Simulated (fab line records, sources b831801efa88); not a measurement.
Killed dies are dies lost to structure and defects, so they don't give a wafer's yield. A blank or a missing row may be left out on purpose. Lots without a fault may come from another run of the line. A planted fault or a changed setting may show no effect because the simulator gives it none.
Tool commonality check | flow gf180mcu | 12 lots, 36 wafers sampled

WHY IT WAS OPENED
At GF_CONTACT_RS_MEAS_25 the reading CONTACT_W_RS is flagged on 2 of 12 lots. Wafers without a fault read 0.380 ohm/sq, standard deviation 0.0061.
Rule: a lot is flagged when every wafer of it that has a number lies more than 4 standard deviations from that mean, or none has a number. The other lots count as sound.

lot  | measured     | on            | CONTACT_W_RS (ohm/sq), wafer by wafer | flag
L824 | day 16 13:56 | film_metro-04 | 0.372 0.385 0.374                     |
L827 | day 17 18:22 | film_metro-02 | 0.330 0.323 0.322                     | FLAGGED
L829 | day 18 09:55 | film_metro-02 | 0.320 0.328 0.324                     | FLAGGED
L835 | day 20 12:12 | film_metro-04 | 0.380 0.379 0.380                     |
L838 | day 21 16:06 | film_metro-01 | 0.369 0.368 0.382                     |
L839 | day 22 07:50 | film_metro-01 | 0.379 0.378 0.382                     |
L840 | day 22 23:44 | film_metro-01 | 0.383 0.372 0.370                     |
L843 | day 23 17:16 | film_metro-04 | 0.389 0.385 0.386                     |
L842 | day 23 18:11 | film_metro-01 | 0.383 0.387 0.386                     |
L844 | day 23 21:01 | film_metro-02 | 0.380 0.382 0.368                     |
L845 | day 24 11:39 | film_metro-01 | 0.381 0.381 0.388                     |
L846 | day 24 13:59 | film_metro-01 | 0.383 0.387 0.386                     |
The numbers of the flagged lots are 0.325 ohm/sq on average: -0.055 ohm/sq against the usual, or -9 standard deviations.

WHICH TOOL RAN EACH LOT
The record holds 3 process steps before the reading, out of a route of 602 steps. In each cell: the tool, then ch and the chambers that the sampled wafers went through, then the start.
lot  | flag    | GF_CONTACT_CVD_02               | GF_CONTACT_STRIP_18                  | GF_CONTACT_CVD_24
L824 |         | pecvd-01 ch 0,2, day 15 14:01   | plasma_asher-02 ch 0,1, day 16 13:25 | cvd_w-02 ch 0,1, day 16 13:50
L827 | FLAGGED | pecvd-01 ch 0,1,2, day 16 17:59 | plasma_asher-03 ch 0,1, day 17 17:50 | cvd_w-02 ch 0,1, day 17 18:16
L829 | FLAGGED | pecvd-01 ch 0,1,2, day 17 08:58 | plasma_asher-02 ch 0,1, day 18 09:23 | cvd_w-02 ch 0,1, day 18 09:47
L835 |         | pecvd-04 ch 1,2, day 19 10:19   | plasma_asher-01 ch 0, day 20 11:35   | cvd_w-02 ch 1, day 20 12:01
L838 |         | pecvd-01 ch 1,2, day 20 14:47   | plasma_asher-02 ch 0,1, day 21 15:35 | cvd_w-02 ch 0,1, day 21 15:59
L839 |         | pecvd-04 ch 0,2, day 21 06:20   | plasma_asher-03 ch 0,1, day 22 07:19 | cvd_w-02 ch 1, day 22 07:43
L840 |         | pecvd-02 ch 0,1,2, day 21 22:35 | plasma_asher-01 ch 0,1, day 22 23:14 | cvd_w-02 ch 0,1, day 22 23:38
L843 |         | pecvd-02 ch 0,2, day 22 16:47   | plasma_asher-01 ch 0,1, day 23 16:46 | cvd_w-01 ch 0,1, day 23 17:10
L842 |         | pecvd-02 ch 0,2, day 22 17:43   | plasma_asher-01 ch 0,1, day 23 17:41 | cvd_w-01 ch 0,1, day 23 18:05
L844 |         | pecvd-01 ch 1,2, day 22 21:16   | plasma_asher-03 ch 0,1, day 23 20:31 | cvd_w-02 ch 0,1, day 23 20:55
L845 |         | pecvd-01 ch 0,1,2, day 23 10:53 | plasma_asher-03 ch 0,1, day 24 11:08 | cvd_w-01 ch 0,1, day 24 11:32
L846 |         | pecvd-02 ch 0,2, day 23 13:56   | plasma_asher-02 ch 1, day 24 13:28   | cvd_w-01 ch 0,1, day 24 13:52
What these steps do:
- GF_CONTACT_CVD_02: deposits SiO2 from TEOS, target thk 860 nm, time 95.992 s.
- GF_CONTACT_STRIP_18: strips in O2/N2.
- GF_CONTACT_CVD_24: deposits W, target thk 300 nm, time 90.339 s.
- GF_CONTACT_RS_MEAS_25: measures by four-point-probe.

FLAGGED OVER TOTAL, TOOL BY TOOL (the gauges that took the reading come last)
step                  | tool            | lots run | flagged | share of the flagged lots | sound lots run after its first flagged lot
GF_CONTACT_CVD_02     | pecvd-01        | 6        | 2       | all                       | 3 (L838,L844,L845)
GF_CONTACT_CVD_02     | pecvd-02        | 4        | 0       | none                      | -
GF_CONTACT_CVD_02     | pecvd-04        | 2        | 0       | none                      | -
GF_CONTACT_STRIP_18   | plasma_asher-01 | 4        | 0       | none                      | -
GF_CONTACT_STRIP_18   | plasma_asher-02 | 4        | 1       | some                      | 2 (L838,L846)
GF_CONTACT_STRIP_18   | plasma_asher-03 | 4        | 1       | some                      | 3 (L839,L844,L845)
GF_CONTACT_CVD_24     | cvd_w-01        | 4        | 0       | none                      | -
GF_CONTACT_CVD_24     | cvd_w-02        | 8        | 2       | all                       | 5 (L835,L838,L839,L840,L844)
GF_CONTACT_RS_MEAS_25 | film_metro-01   | 6        | 0       | none                      | -
GF_CONTACT_RS_MEAS_25 | film_metro-02   | 3        | 2       | all                       | 1 (L844)
GF_CONTACT_RS_MEAS_25 | film_metro-04   | 3        | 0       | none                      | -

WHAT THE TABLE ALLOWS
3 rows of the table ran every flagged lot: pecvd-01 at GF_CONTACT_CVD_02, cvd_w-02 at GF_CONTACT_CVD_24, film_metro-02 at GF_CONTACT_RS_MEAS_25.
- pecvd-01 at GF_CONTACT_CVD_02: 2 of its 6 lots flagged. Sound lots ran on it after the first flagged one (L838, L844, L845), which a lasting fault on the whole tool wouldn't allow.
- cvd_w-02 at GF_CONTACT_CVD_24: 2 of its 8 lots flagged. Sound lots ran on it after the first flagged one (L835, L838, L839, L840, L844), which a lasting fault on the whole tool wouldn't allow.
- film_metro-02 at GF_CONTACT_RS_MEAS_25: 2 of its 3 lots flagged. Sound lots ran on it after the first flagged one (L844), which a lasting fault on the whole tool wouldn't allow.
No row of the table ran every flagged lot and no sound lot after the first.

WHAT THE SIMULATOR HAD PUT IN
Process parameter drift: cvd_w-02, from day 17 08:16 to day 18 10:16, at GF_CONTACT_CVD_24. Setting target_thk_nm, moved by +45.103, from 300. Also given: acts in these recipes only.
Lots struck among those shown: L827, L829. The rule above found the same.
